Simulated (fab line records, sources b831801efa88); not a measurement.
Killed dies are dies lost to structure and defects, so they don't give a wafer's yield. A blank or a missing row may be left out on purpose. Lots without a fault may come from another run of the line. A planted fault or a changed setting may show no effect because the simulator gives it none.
Tool commonality check | flow sky130 | 12 lots, 36 wafers sampled

WHY IT WAS OPENED
At SKY_VT_ADJUST_HVTR_TW_MEAS_11 the reading VT_ADJUST_HVTR_TW is flagged on 4 of 12 lots. Wafers without a fault read 213.1, standard deviation 1.9.
Rule: a lot is flagged when every wafer of it that has a number lies more than 4 standard deviations from that mean, or none has a number. The other lots count as sound.

lot  | measured     | on            | VT_ADJUST_HVTR_TW, wafer by wafer | flag
L265 | day 9 18:59  | film_metro-01 | 211.1 211.2 211.8                 |
L268 | day 10 08:21 | film_metro-02 | 212.8 211.8 212.4                 |
L269 | day 10 15:29 | film_metro-03 | 216.5 215.6 216.4                 |
L270 | day 10 23:45 | film_metro-03 | 215.5 215.1 214.5                 |
L271 | day 11 06:18 | film_metro-03 | 214.4 213.9 214.5                 |
L272 | day 11 13:00 | film_metro-01 | 211.9 211.6 210.9                 |
L273 | day 11 18:04 | film_metro-01 | 212.2 212.3 210.5                 |
L274 | day 12 03:54 | film_metro-02 | 211.8 212.4 211.7                 |
L276 | day 12 15:39 | film_metro-03 | 312.2 312.7 311.6                 | FLAGGED
L277 | day 13 02:12 | film_metro-02 | 306.7 306.1 305.8                 | FLAGGED
L278 | day 13 11:05 | film_metro-03 | 312.8 314.1 312.1                 | FLAGGED
L279 | day 13 14:47 | film_metro-03 | 313.6 311.3 312.9                 | FLAGGED
The numbers of the flagged lots are 311.0 on average: +97.9 against the usual, or +52 standard deviations.

WHICH TOOL RAN EACH LOT
The record holds 2 process steps before the reading, out of a route of 708 steps. In each cell: the tool, then ch and the chambers that the sampled wafers went through, then the start.
lot  | flag    | SKY_FIELD_ISO_ETCH_14             | SKY_VT_ADJUST_HVTR_IMPLANT_09
L265 |         | rie_diel-03 ch 0,3, day 2 04:04   | implanter-02 ch 0, day 9 18:46
L268 |         | rie_diel-03 ch 0,1, day 2 20:43   | implanter-03 ch 0, day 10 08:07
L269 |         | rie_diel-03 ch 1,2,3, day 3 03:10 | implanter-03 ch 0, day 10 15:14
L270 |         | rie_diel-03 ch 0,1,2, day 3 08:52 | implanter-02 ch 0, day 10 23:31
L271 |         | rie_diel-04 ch 2,3, day 3 14:39   | implanter-03 ch 0, day 11 06:03
L272 |         | rie_diel-01 ch 2,3, day 3 18:33   | implanter-04 ch 0, day 11 12:45
L273 |         | rie_diel-01 ch 2,3, day 3 22:28   | implanter-02 ch 0, day 11 17:50
L274 |         | rie_diel-04 ch 1,2,3, day 4 03:25 | implanter-04 ch 0, day 12 03:39
L276 | FLAGGED | rie_diel-01 ch 0,3, day 4 14:07   | implanter-02 ch 0, day 12 15:24
L277 | FLAGGED | rie_diel-03 ch 0,1,2, day 4 18:43 | implanter-02 ch 0, day 13 01:57
L278 | FLAGGED | rie_diel-04 ch 0,3, day 5 00:49   | implanter-02 ch 0, day 13 10:50
L279 | FLAGGED | rie_diel-03 ch 0,1, day 5 05:57   | implanter-02 ch 0, day 13 14:32
What these steps do:
- SKY_FIELD_ISO_ETCH_14: etches BARC in N2/H2, stops on SiO2, time 45.9 s, target depth 60 nm.
- SKY_VT_ADJUST_HVTR_IMPLANT_09
- SKY_VT_ADJUST_HVTR_TW_MEAS_11

FLAGGED OVER TOTAL, TOOL BY TOOL (the gauges that took the reading come last)
step                          | tool          | lots run | flagged | share of the flagged lots | sound lots run after its first flagged lot
SKY_FIELD_ISO_ETCH_14         | rie_diel-01   | 3        | 1       | some                      | 0
SKY_FIELD_ISO_ETCH_14         | rie_diel-03   | 6        | 2       | some                      | 0
SKY_FIELD_ISO_ETCH_14         | rie_diel-04   | 3        | 1       | some                      | 0
SKY_VT_ADJUST_HVTR_IMPLANT_09 | implanter-02  | 7        | 4       | all                       | 0
SKY_VT_ADJUST_HVTR_IMPLANT_09 | implanter-03  | 3        | 0       | none                      | -
SKY_VT_ADJUST_HVTR_IMPLANT_09 | implanter-04  | 2        | 0       | none                      | -
SKY_VT_ADJUST_HVTR_TW_MEAS_11 | film_metro-01 | 3        | 0       | none                      | -
SKY_VT_ADJUST_HVTR_TW_MEAS_11 | film_metro-02 | 3        | 1       | some                      | 0
SKY_VT_ADJUST_HVTR_TW_MEAS_11 | film_metro-03 | 6        | 3       | some                      | 0

WHAT THE TABLE ALLOWS
1 row of the table ran every flagged lot: implanter-02 at SKY_VT_ADJUST_HVTR_IMPLANT_09.
- implanter-02 at SKY_VT_ADJUST_HVTR_IMPLANT_09: 4 of its 7 lots flagged. Its last sound lot is L273 (day 11 17:50), its first flagged lot L276 (day 12 15:24): a fault that began between those two fits.
One tool is left: implanter-02 at SKY_VT_ADJUST_HVTR_IMPLANT_09.

WHAT THE SIMULATOR HAD PUT IN
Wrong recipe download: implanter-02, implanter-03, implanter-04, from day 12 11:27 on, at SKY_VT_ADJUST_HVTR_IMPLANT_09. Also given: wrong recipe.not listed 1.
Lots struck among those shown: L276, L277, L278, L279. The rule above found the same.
